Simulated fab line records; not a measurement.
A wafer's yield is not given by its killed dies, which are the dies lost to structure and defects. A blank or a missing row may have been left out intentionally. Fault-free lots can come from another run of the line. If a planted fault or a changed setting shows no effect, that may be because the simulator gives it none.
Which of the tools did it? + flow gf180mcu + 72 wafers from 24 lots sampled at 6 of the route's 602 steps

== WHAT THE GAUGES SHOWED, per wafer ==
GF_M3_OVL_MEAS_15.
| lot  | measured     | on         | M3_OVL (nm) |
|------|--------------|------------|-------------|
| L074 | day 21 04:52 | overlay-02 | 14 6 6      |
| L075 | day 21 17:50 | overlay-02 | 6 -18 1     |
| L076 | day 22 02:23 | overlay-02 | 0 -2 6      |
| L077 | day 22 11:17 | overlay-02 | -6 -7 -2    |
| L078 | day 23 07:36 | overlay-02 | -4 2 2      |
| L079 | day 23 13:08 | overlay-02 | 7 9 1       |
| L080 | day 24 04:30 | overlay-02 | 18 1 8      |
| L081 | day 24 10:05 | overlay-02 | -1 2 4      |
| L082 | day 24 11:22 | overlay-02 | 1 -4 2      |
| L083 | day 24 18:55 | overlay-02 | 6 -3 2      |
| L084 | day 25 01:11 | overlay-02 | -1 4 -7     |
| L085 | day 25 13:29 | overlay-02 | -4 0 -1     |
| L086 | day 25 19:17 | overlay-02 | -3 1 -10    |
| L087 | day 26 00:24 | overlay-02 | 6 9 -2      |
| L088 | day 26 12:56 | overlay-02 | 5 4 0       |
| L089 | day 27 01:54 | overlay-02 | -5 -6 -3    |
| L090 | day 27 02:14 | overlay-02 | -5 1 -8     |
| L091 | day 27 06:56 | overlay-02 | 2 5 8       |
| L092 | day 27 14:14 | overlay-02 | 5 13 12     |
| L093 | day 27 22:44 | overlay-02 | 11 8 11     |
| L094 | day 28 01:14 | overlay-02 | 3 -6 6      |
| L095 | day 28 07:50 | overlay-02 | 12 4 10     |
| L096 | day 28 13:17 | overlay-02 | 6 10 12     |
| L097 | day 28 18:23 | overlay-01 | -3 -1 -8    |

GF_M4_THK_MEAS_06: measures by xrf.
| lot  | measured     | on            | M4_ALCU_THK (nm) |
|------|--------------|---------------|------------------|
| L074 | day 22 07:40 | film-metro-01 | 453 451 450      |
| L075 | day 22 20:42 | film-metro-04 | 448 444 453      |
| L076 | day 23 05:00 | film-metro-01 | 445 442 446      |
| L077 | day 23 13:34 | film-metro-01 | 448 448 446      |
| L078 | day 24 09:26 | film-metro-04 | 442 443 447      |
| L079 | day 24 14:53 | film-metro-01 | 451 443 438      |
| L080 | day 25 06:32 | film-metro-04 | 444 452 445      |
| L081 | day 25 10:18 | film-metro-04 | 447 449 441      |
| L082 | day 25 12:26 | film-metro-03 | 447 461 453      |
| L083 | day 25 19:31 | film-metro-04 | 452 457 452      |
| L084 | day 26 01:17 | film-metro-01 | 456 454 454      |
| L085 | day 26 14:05 | film-metro-01 | 447 450 443      |
| L086 | day 26 19:55 | film-metro-04 | 448 456 459      |
| L087 | day 27 00:13 | film-metro-01 | 450 458 449      |
| L088 | day 27 12:55 | film-metro-01 | 442 439 441      |
| L089 | day 28 01:08 | film-metro-03 | 458 457 454      |
| L090 | day 28 01:44 | film-metro-04 | 442 447 445      |
| L091 | day 28 06:43 | film-metro-01 | 448 449 451      |
| L092 | day 28 12:53 | film-metro-01 | 449 450 448      |
| L093 | day 28 20:31 | film-metro-04 | 443 450 449      |
| L094 | day 29 00:43 | film-metro-01 | 455 454 453      |
| L095 | day 29 06:28 | film-metro-04 | 446 442 452      |
| L096 | day 29 11:10 | film-metro-01 | 441 446 450      |
| L097 | day 29 16:42 | film-metro-01 | 459 456 461      |

GF_M4_CD_MEAS_14: the cd target is 280 nm.
| lot  | measured     | on        | cd-nm (nm)        |
|------|--------------|-----------|-------------------|
| L074 | day 23 06:29 | cd-sem-02 | 278.7 279.4 278.3 |
| L075 | day 23 19:26 | cd-sem-02 | 280.3 280.3 280.8 |
| L076 | day 24 03:12 | cd-sem-02 | 280.4 280.3 280.3 |
| L077 | day 24 11:45 | cd-sem-01 | 280.5 280.8 281.2 |
| L078 | day 25 06:46 | cd-sem-02 | 280.4 279.7 279.5 |
| L079 | day 25 12:41 | cd-sem-01 | 280.8 282.2 280.4 |
| L080 | day 26 03:48 | cd-sem-01 | 278.7 277.7 278.5 |
| L081 | day 26 06:47 | cd-sem-02 | 280.2 279.7 279.3 |
| L082 | day 26 09:13 | cd-sem-01 | 279.3 279.3 280.6 |
| L083 | day 26 16:17 | cd-sem-02 | 281.2 280.8 281.8 |
| L084 | day 26 21:52 | cd-sem-02 | 279.0 279.7 279.1 |
| L085 | day 27 10:34 | cd-sem-01 | 277.6 279.6 279.2 |
| L086 | day 27 15:30 | cd-sem-01 | 282.1 282.3 281.5 |
| L087 | day 27 20:52 | cd-sem-01 | 277.8 277.8 278.5 |
| L088 | day 28 08:38 | cd-sem-01 | 280.0 279.8 279.7 |
| L089 | day 28 20:20 | cd-sem-02 | 280.3 279.8 280.1 |
| L090 | day 28 20:40 | cd-sem-01 | 278.6 280.6 279.0 |
| L091 | day 29 01:31 | cd-sem-02 | 281.2 280.9 280.9 |
| L092 | day 29 07:43 | cd-sem-02 | 278.0 279.1 279.2 |
| L093 | day 29 15:03 | cd-sem-02 | 279.9 280.5 280.5 |
| L094 | day 29 19:29 | cd-sem-01 | 280.1 279.8 279.8 |
| L095 | day 30 01:08 | cd-sem-02 | 280.0 281.2 280.4 |
| L096 | day 30 05:34 | cd-sem-01 | 282.3 282.8 282.5 |
| L097 | day 30 11:18 | cd-sem-02 | 280.1 279.4 278.9 |

== EACH LOT AND THE TOOL THAT RAN IT (in order: tool; ch and the chambers of the sampled wafers; start) ==
| lot  | GF_V2_CMP_04                  | GF_M3_SPUTTER_03             | GF_V3_SPUTTER_22             |
|------|-------------------------------|------------------------------|------------------------------|
| L074 | cmp-01 ch 0,1,3, day 19 03:31 | pvd-sputter-03, day 20 05:19 | pvd-sputter-01, day 22 06:40 |
| L075 | cmp-02 ch 1,3, day 19 15:43   | pvd-sputter-01, day 20 17:33 | pvd-sputter-01, day 22 19:42 |
| L076 | cmp-01 ch 0,1,3, day 19 23:35 | pvd-sputter-02, day 21 02:13 | pvd-sputter-01, day 23 04:02 |
| L077 | cmp-01 ch 0,1,2, day 20 09:25 | pvd-sputter-01, day 21 11:20 | pvd-sputter-04, day 23 12:35 |
| L078 | cmp-02 ch 0,1,2, day 21 06:31 | pvd-sputter-02, day 22 08:22 | pvd-sputter-04, day 24 08:28 |
| L079 | cmp-02 ch 0,1, day 21 12:41   | pvd-sputter-02, day 22 14:16 | pvd-sputter-01, day 24 13:46 |
| L080 | cmp-02 ch 1,2,3, day 22 01:27 | pvd-sputter-02, day 23 02:44 | pvd-sputter-01, day 25 05:34 |
| L081 | cmp-01 ch 1,2,3, day 22 09:21 | pvd-sputter-01, day 23 11:25 | pvd-sputter-01, day 25 09:18 |
| L082 | cmp-01 ch 1,2,3, day 22 11:36 | pvd-sputter-01, day 23 12:32 | pvd-sputter-01, day 25 11:28 |
| L083 | cmp-01 ch 1,2,3, day 22 19:41 | pvd-sputter-03, day 23 20:15 | pvd-sputter-01, day 25 18:20 |
| L084 | cmp-02 ch 1,2, day 23 01:46   | pvd-sputter-01, day 24 04:02 | pvd-sputter-02, day 26 00:17 |
| L085 | cmp-01 ch 0,1,2, day 23 15:34 | pvd-sputter-01, day 24 15:31 | pvd-sputter-04, day 26 13:07 |
| L086 | cmp-01 ch 1,2,3, day 23 21:19 | pvd-sputter-02, day 24 22:00 | pvd-sputter-02, day 26 18:56 |
| L087 | cmp-01 ch 1,2,3, day 24 04:08 | pvd-sputter-02, day 25 03:50 | pvd-sputter-02, day 26 23:14 |
| L088 | cmp-02 ch 2,3, day 24 16:11   | pvd-sputter-02, day 25 15:31 | pvd-sputter-04, day 27 11:55 |
| L089 | cmp-01 ch 0,1,2, day 25 05:31 | pvd-sputter-01, day 26 05:24 | pvd-sputter-04, day 28 00:09 |
| L090 | cmp-02 ch 0,3, day 25 05:53   | pvd-sputter-03, day 26 06:00 | pvd-sputter-01, day 28 00:36 |
| L091 | cmp-01 ch 0,3, day 25 12:17   | pvd-sputter-02, day 26 11:14 | pvd-sputter-01, day 28 05:43 |
| L092 | cmp-01 ch 0,1,3, day 25 18:16 | pvd-sputter-01, day 26 17:37 | pvd-sputter-04, day 28 11:55 |
| L093 | cmp-02 ch 0,1,2, day 26 03:01 | pvd-sputter-02, day 27 01:56 | pvd-sputter-04, day 28 19:32 |
| L094 | cmp-01 ch 0,1,2, day 26 07:16 | pvd-sputter-03, day 27 05:40 | pvd-sputter-01, day 28 23:40 |
| L095 | cmp-02 ch 0,1,2, day 26 13:31 | pvd-sputter-03, day 27 12:04 | pvd-sputter-04, day 29 05:29 |
| L096 | cmp-02 ch 0,1,2, day 26 18:24 | pvd-sputter-02, day 27 16:47 | pvd-sputter-01, day 29 10:11 |
| L097 | cmp-01 ch 0,2,3, day 27 01:49 | pvd-sputter-02, day 27 23:35 | pvd-sputter-01, day 29 15:44 |
- GF_V2_CMP_04: polishes SiO2.
- GF_M3_SPUTTER_03: material Ti, target thk 10 nm, time 6.7 s.
- GF_V3_SPUTTER_22: material TiN, target thk 10 nm, time 40 s.

== AS READ BY THE TOOLS THEMSELVES (means over the sampled wafers that have a number; for cases with no such wafer, the mark the record gives instead) ==
GF_V2_CMP_04.
| lot  | tool   | motor-current-A (A) | time-to-endpoint-s (s) |
|------|--------|---------------------|------------------------|
| L074 | cmp-01 | 12.7                | 81                     |
| L075 | cmp-02 | 12.0                | 81                     |
| L076 | cmp-01 | 13.0                | 83                     |
| L077 | cmp-01 | 13.0                | 82                     |
| L078 | cmp-02 | 12.5                | 76                     |
| L079 | cmp-02 | 11.4                | 80                     |
| L080 | cmp-02 | 12.8                | 80                     |
| L081 | cmp-01 | 11.8                | 84                     |
| L082 | cmp-01 | 11.7                | 77                     |
| L083 | cmp-01 | 11.8                | 81                     |
| L084 | cmp-02 | 14.2                | 79                     |
| L085 | cmp-01 | 12.7                | 85                     |
| L086 | cmp-01 | 12.1                | 82                     |
| L087 | cmp-01 | 11.7                | 78                     |
| L088 | cmp-02 | 13.6                | 85                     |
| L089 | cmp-01 | 13.0                | 83                     |
| L090 | cmp-02 | 12.0                | 79                     |
| L091 | cmp-01 | 11.9                | 80                     |
| L092 | cmp-01 | 12.8                | 81                     |
| L093 | cmp-02 | 12.7                | 82                     |
| L094 | cmp-01 | 13.1                | 75                     |
| L095 | cmp-02 | 12.8                | 73                     |
| L096 | cmp-02 | 12.2                | 78                     |
| L097 | cmp-01 | 12.2                | 80                     |

GF_M3_SPUTTER_03.
| lot  | tool           | throttle-valve-pct (%) |
|------|----------------|------------------------|
| L074 | pvd-sputter-03 | 30.3                   |
| L075 | pvd-sputter-01 | 30.1                   |
| L076 | pvd-sputter-02 | 29.3                   |
| L077 | pvd-sputter-01 | 29.8                   |
| L078 | pvd-sputter-02 | 29.9                   |
| L079 | pvd-sputter-02 | 30.2                   |
| L080 | pvd-sputter-02 | 29.7                   |
| L081 | pvd-sputter-01 | 30.3                   |
| L082 | pvd-sputter-01 | 30.1                   |
| L083 | pvd-sputter-03 | 29.8                   |
| L084 | pvd-sputter-01 | 30.5                   |
| L085 | pvd-sputter-01 | 30.7                   |
| L086 | pvd-sputter-02 | 29.7                   |
| L087 | pvd-sputter-02 | 29.8                   |
| L088 | pvd-sputter-02 | 29.3                   |
| L089 | pvd-sputter-01 | 30.5                   |
| L090 | pvd-sputter-03 | 29.7                   |
| L091 | pvd-sputter-02 | 29.2                   |
| L092 | pvd-sputter-01 | 30.7                   |
| L093 | pvd-sputter-02 | 29.9                   |
| L094 | pvd-sputter-03 | 30.1                   |
| L095 | pvd-sputter-03 | 30.3                   |
| L096 | pvd-sputter-02 | 30.1                   |
| L097 | pvd-sputter-02 | 29.6                   |

GF_V3_SPUTTER_22.
| lot  | tool           | throttle-valve-pct (%) |
|------|----------------|------------------------|
| L074 | pvd-sputter-01 | 30.0                   |
| L075 | pvd-sputter-01 | 30.1                   |
| L076 | pvd-sputter-01 | 30.1                   |
| L077 | pvd-sputter-04 | 30.7                   |
| L078 | pvd-sputter-04 | 30.7                   |
| L079 | pvd-sputter-01 | 30.2                   |
| L080 | pvd-sputter-01 | 30.1                   |
| L081 | pvd-sputter-01 | 30.1                   |
| L082 | pvd-sputter-01 | 30.7                   |
| L083 | pvd-sputter-01 | 29.8                   |
| L084 | pvd-sputter-02 | 29.7                   |
| L085 | pvd-sputter-04 | 30.9                   |
| L086 | pvd-sputter-02 | 29.4                   |
| L087 | pvd-sputter-02 | 30.6                   |
| L088 | pvd-sputter-04 | 30.2                   |
| L089 | pvd-sputter-04 | 30.4                   |
| L090 | pvd-sputter-01 | 29.7                   |
| L091 | pvd-sputter-01 | 30.2                   |
| L092 | pvd-sputter-04 | 30.3                   |
| L093 | pvd-sputter-04 | 30.7                   |
| L094 | pvd-sputter-01 | 30.8                   |
| L095 | pvd-sputter-04 | 30.5                   |
| L096 | pvd-sputter-01 | 30.5                   |
| L097 | pvd-sputter-01 | 30.1                   |

== THE ANSWER, worked out from the rows above alone ==
Rule: what is usual is taken from the lots themselves. Put in order of their means at a reading, lots are off if they are a third of the lots or fewer, leave a main group of 4 or more, and stand apart from it by a gap of 3 or more times the standard deviation of the main group's means; of several such gaps the widest counts. A main group is skipped when, at the precision printed for the reading in the tables above, its means are all equal. Also off: a lot with no number at a reading for which 4 or more lots have one. Where the step has rows for the other lots, those lots are counted as sound. First the gauges in route order, then the tools' own readings, where a lot's mean is used as printed above. The first step at which some lot is off is used, and at that step the reading that is off furthest; a lot without a number counts as furthest.
Across all readings shown, no lot is off: no conclusion can be drawn from this.

== WHAT HAD BEEN PUT IN BY THE SIMULATOR ==
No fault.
